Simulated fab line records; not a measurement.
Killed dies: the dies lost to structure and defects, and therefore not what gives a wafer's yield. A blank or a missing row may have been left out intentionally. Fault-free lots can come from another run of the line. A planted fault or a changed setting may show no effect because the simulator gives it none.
Code-filled problem report in 8D (eight disciplines) form ; flow sky130 ; the parts of the form that need people (team, actions taken, sign-off) are left out

## 1. WHAT IS WRONG
VT_ADJUST_PCH_TW at SKY_VT_ADJUST_PCH_TW_MEAS_10 reads a mean of 128.0 on 6 wafers of 2 lots; wafers without a fault read 142.5 with a standard deviation of 1.1. Measured from the usual mean, that is -13 standard deviations.
Earliest sighting: wafer L491.3 on film-metro-02 at day 13 08:37. At this step, 39 wafers from 13 lots have a number in the record. Rule for "out", or "out of limits": more than 4 standard deviations from the usual mean. The other wafers with a number count as sound.

## 2. WHAT IT IS; WHAT IT IS NOT
question;is;is not
which readings at this step;VT_ADJUST_PCH_TW;-
which lots;L491, L495;L485, L488, L489, L496, L498, L499, L501, L502, L503, L504, L506
which wafers of those lots;all that have a number;-
read on which gauges;film-metro-01, film-metro-02;film-metro-03
when;from day 13 08:37;"up to then (9 sound wafers); but 24 sound wafers of L496, L498, L499, L501, L502, L503, L504, L506 came after"

## 3. WHAT RULES OUT EACH SUSPECT
Counting: a tool stays on the suspect list if, at a process step up to the reading, it processed all lots that are out and no sound lot following the first of them.
- the gauge at SKY_VT_ADJUST_PCH_TW_MEAS_10 is ruled out. Those wafers that are out were read across 2 gauges (film-metro-01, film-metro-02).
- implanter-01 at SKY_VT_ADJUST_PCH_IMPLANT_08: ruled out as a lasting fault. Following L491 (day 13 08:24), the first lot on it that is out, the sound lots L499, L502, L506 were run on it.
Left after counting: nothing in the record.

## 4. THE CAUSE (what the simulator had put in)
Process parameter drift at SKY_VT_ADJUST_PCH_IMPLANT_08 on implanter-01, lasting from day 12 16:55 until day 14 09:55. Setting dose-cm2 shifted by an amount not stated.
The count ruled it out by mistake, since the rule takes a fault to strike every lot its tool runs from the start of the fault on, and this one did not do so.

## 5. SEQUENCE OF EFFECTS, ordered by route
Rows list readings where the struck wafers' mean (over those with a number) sits beyond 3 standard deviations from the usual. Scope: only readings with a usual standard deviation given in the record; hours: median across lots of the time from each lot's start at the first step in this table that gives one to its start at this step; sigmas: change in usual standard deviations.
hours;step;reading;usual;on struck wafers;change;sigmas
0;SKY_VT_ADJUST_PCH_IMPLANT_08;dose-ions-cm2;5e+11;3e+11;-2e+11;-99 or more
0;SKY_VT_ADJUST_PCH_IMPLANT_08;faraday-current-uA;2.82;1.86;-0.96;-17
0;SKY_VT_ADJUST_PCH_TW_MEAS_10;VT_ADJUST_PCH_TW;142.5;128.0;-14.5;-13
Its process steps:
- SKY_VT_ADJUST_PCH_IMPLANT_08
At these later measuring or inspecting steps, every struck wafer for which the step has a row has a number for every such reading, and none has moved that far: SKY_SD_N_RS_MEAS_16, SKY_CONTACT_THK_MEAS_01, SKY_VIA1_THK_MEAS_01.

## 6. HOW IT WOULD HAVE BEEN CAUGHT EARLIER
The first out-of-limits reading at a measuring or inspecting step in this record came at day 13 08:37, 16 hours after the fault's start at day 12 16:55.
Tool's own readings at SKY_VT_ADJUST_PCH_IMPLANT_08, dose-ions-cm2, faraday-current-uA: out on all struck wafers the step has rows for; an alarm limit on them would have tripped on the first.
